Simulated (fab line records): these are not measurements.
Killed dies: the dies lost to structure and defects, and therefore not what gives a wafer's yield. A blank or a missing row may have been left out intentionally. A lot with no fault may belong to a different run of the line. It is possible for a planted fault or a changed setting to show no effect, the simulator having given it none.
Commonality check across tools | flow sky130 | 12 lots and 36 wafers in the sample

== REASON FOR OPENING ==
At SKY_VIA4_THK_MEAS_01 the reading VIA4_HDPCVD_THK is flagged on 2 of 12 lots. Fault-free wafers read 1756 nm, with a standard deviation of 16.
Rule: a lot is flagged in two cases, either no wafer of it has a number, or all its wafers with numbers fall more than 4 standard deviations from that mean. The other lots count as sound.

lot  | measured     | on            | VIA4_HDPCVD_THK (nm), wafer by wafer | flag
L879 | day 42 03:53 | film-metro-04 | 1751 1751 1763                       |
L881 | day 42 05:43 | film-metro-03 | 1755 1735 1758                       |
L882 | day 42 20:25 | film-metro-04 | 1749 1768 1761                       |
L883 | day 43 04:25 | film-metro-04 | 1764 1774 1770                       |
L884 | day 43 22:32 | film-metro-01 | 1758 1756 1757                       |
L885 | day 43 23:08 | film-metro-01 | 1758 1774 1761                       |
L886 | day 43 23:59 | film-metro-01 | 3250 3248 3228                       | FLAGGED
L887 | day 44 09:25 | film-metro-04 | 3244 3242 3240                       | FLAGGED
L894 | day 46 12:03 | film-metro-03 | 1761 1764 1772                       |
L896 | day 46 15:55 | film-metro-04 | 1739 1735 1741                       |
L898 | day 47 05:31 | film-metro-04 | 1735 1753 1732                       |
L900 | day 47 23:38 | film-metro-04 | 1733 1739 1748                       |
The mean of the flagged lots' numbers is 3242 nm, +1486 nm from the usual (+93 standard deviations).

== LOT BY LOT: THE TOOL USED ==
3 process steps preceding the reading are held in the record, out of 708 steps in the route. Each cell gives the tool, then ch followed by the chambers the sampled wafers passed through, then the start.
lot  | flag    | SKY_METAL4_SPUTTER_02        | SKY_METAL4_SPUTTER_04        | SKY_VIA4_HDPCVD_00
L879 |         | pvd-sputter-03, day 40 01:44 | pvd-sputter-03, day 40 01:48 | hdpcvd-02 ch 0,1,2, day 42 03:42
L881 |         | pvd-sputter-03, day 40 03:47 | pvd-sputter-03, day 40 03:51 | hdpcvd-02 ch 0,1,2, day 42 05:33
L882 |         | pvd-sputter-03, day 40 18:53 | pvd-sputter-03, day 40 18:56 | hdpcvd-02 ch 0,1,2, day 42 20:14
L883 |         | pvd-sputter-01, day 41 02:23 | pvd-sputter-01, day 41 02:27 | hdpcvd-02 ch 0,1, day 43 04:14
L884 |         | pvd-sputter-03, day 41 22:08 | pvd-sputter-03, day 41 22:11 | hdpcvd-02 ch 0,1,2, day 43 22:21
L885 |         | pvd-sputter-04, day 41 22:42 | pvd-sputter-04, day 41 22:46 | hdpcvd-01 ch 0,1,2, day 43 23:01
L886 | FLAGGED | pvd-sputter-04, day 41 23:52 | pvd-sputter-04, day 41 23:55 | hdpcvd-02 ch 1,2, day 43 23:48
L887 | FLAGGED | pvd-sputter-04, day 42 08:51 | pvd-sputter-04, day 42 08:55 | hdpcvd-02 ch 0,1,2, day 44 09:15
L894 |         | pvd-sputter-01, day 44 15:41 | pvd-sputter-01, day 44 15:44 | hdpcvd-01 ch 0,2, day 46 11:52
L896 |         | pvd-sputter-01, day 44 20:59 | pvd-sputter-01, day 44 21:03 | hdpcvd-01 ch 1,2, day 46 15:44
L898 |         | pvd-sputter-04, day 45 11:00 | pvd-sputter-04, day 45 11:04 | hdpcvd-02 ch 0,1, day 47 05:20
L900 |         | pvd-sputter-01, day 46 05:50 | pvd-sputter-01, day 46 05:53 | hdpcvd-02 ch 1,2, day 47 23:26
These steps, and what they do:
- SKY_METAL4_SPUTTER_02: material AlCu, target thk 735 nm, time 39.1 s.
- SKY_METAL4_SPUTTER_04: material TiN, target thk 70 nm, time 58.3 s.
- SKY_VIA4_HDPCVD_00: deposits SiO2, target thk 1750 nm, time 291.7 s.
- SKY_VIA4_THK_MEAS_01

== FLAGGED AGAINST TOTAL, ONE TOOL AT A TIME (gauges that did the reading follow at the end) ==
step                  | tool           | lots run | flagged | share of the flagged lots | sound lots run after its first flagged lot
SKY_METAL4_SPUTTER_02 | pvd-sputter-01 | 4        | 0       | none                      | -
SKY_METAL4_SPUTTER_02 | pvd-sputter-03 | 4        | 0       | none                      | -
SKY_METAL4_SPUTTER_02 | pvd-sputter-04 | 4        | 2       | all                       | 1 (L898)
SKY_METAL4_SPUTTER_04 | pvd-sputter-01 | 4        | 0       | none                      | -
SKY_METAL4_SPUTTER_04 | pvd-sputter-03 | 4        | 0       | none                      | -
SKY_METAL4_SPUTTER_04 | pvd-sputter-04 | 4        | 2       | all                       | 1 (L898)
SKY_VIA4_HDPCVD_00    | hdpcvd-01      | 3        | 0       | none                      | -
SKY_VIA4_HDPCVD_00    | hdpcvd-02      | 9        | 2       | all                       | 2 (L898,L900)
SKY_VIA4_THK_MEAS_01  | film-metro-01  | 3        | 1       | some                      | 0
SKY_VIA4_THK_MEAS_01  | film-metro-03  | 2        | 0       | none                      | -
SKY_VIA4_THK_MEAS_01  | film-metro-04  | 7        | 1       | some                      | 3 (L896,L898,L900)

== WHAT IS ALLOWED BY THE TABLE ==
All flagged lots were run by 3 table rows, namely pvd-sputter-04 at SKY_METAL4_SPUTTER_02, pvd-sputter-04 at SKY_METAL4_SPUTTER_04, hdpcvd-02 at SKY_VIA4_HDPCVD_00.
- pvd-sputter-04 at SKY_METAL4_SPUTTER_02 ran 4 lots, 2 of them flagged. After the first flagged lot (L898), sound lots still ran on it; a lasting fault on the whole tool would not permit that.
- pvd-sputter-04 at SKY_METAL4_SPUTTER_04 ran 4 lots, 2 of them flagged. After the first flagged lot (L898), sound lots still ran on it; a lasting fault on the whole tool would not permit that.
- hdpcvd-02 at SKY_VIA4_HDPCVD_00 ran 9 lots, 2 of them flagged. After the first flagged lot (L898, L900), sound lots still ran on it; a lasting fault on the whole tool would not permit that.
No row of the table ran every flagged lot and no sound lot after the first.

== WHAT HAD BEEN PUT IN BY THE SIMULATOR ==
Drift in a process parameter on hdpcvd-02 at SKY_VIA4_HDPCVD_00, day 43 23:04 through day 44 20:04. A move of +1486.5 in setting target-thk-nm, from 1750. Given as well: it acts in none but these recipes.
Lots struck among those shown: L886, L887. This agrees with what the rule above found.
